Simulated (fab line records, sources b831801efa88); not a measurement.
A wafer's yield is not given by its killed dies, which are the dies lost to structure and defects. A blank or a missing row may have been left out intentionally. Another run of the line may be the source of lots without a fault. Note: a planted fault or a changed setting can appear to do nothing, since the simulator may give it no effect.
Which tool did it? :: flow sky130 :: 6 lots (18 wafers sampled), 1 step of a 708-step route

== WHAT THE GAUGES READ, wafer by wafer ==
SKY_PWDE_TW_MEAS_10.
lot: L908
measured: day 4 13:55
on: film_metro-02
PWDE_TW: 374.6 375.1 375.9

lot: L911
measured: day 5 06:53
on: film_metro-02
PWDE_TW: 373.5 372.9 372.0

lot: L913
measured: day 5 18:16
on: film_metro-03
PWDE_TW: 375.1 374.5 374.5

lot: L920
measured: day 7 09:55
on: film_metro-02
PWDE_TW: 374.2 371.9 375.7

lot: L925
measured: day 8 17:06
on: film_metro-03
PWDE_TW: 374.9 375.2 375.8

lot: L927
measured: day 9 02:44
on: film_metro-01
PWDE_TW: 377.3 376.1 376.8

== WHAT TOOL EACH LOT RAN ON (gives the tool, then ch and the chambers of the sampled wafers, and finally the start) ==
Before these readings, the record contains no process step.

== THE ANSWER, worked out from the rows above alone ==
Rule: usual is defined by the lots themselves. The widest of any qualifying gaps counts: lots, ordered by their means at a reading, are off when they make up no more than a third of the lots, leave a main group of 4 or more, and stand apart from it by 3 or more times the standard deviation of that group's means. Not used: any main group whose means are identical at the precision the tables above print for the reading. A lot without any number at a reading at which 4 lots or more have one is off too. Any other lot the step has rows for is counted as sound.
None of the lots is off at any reading shown; this tells nothing.

== WHAT THE SIMULATOR PUT IN ==
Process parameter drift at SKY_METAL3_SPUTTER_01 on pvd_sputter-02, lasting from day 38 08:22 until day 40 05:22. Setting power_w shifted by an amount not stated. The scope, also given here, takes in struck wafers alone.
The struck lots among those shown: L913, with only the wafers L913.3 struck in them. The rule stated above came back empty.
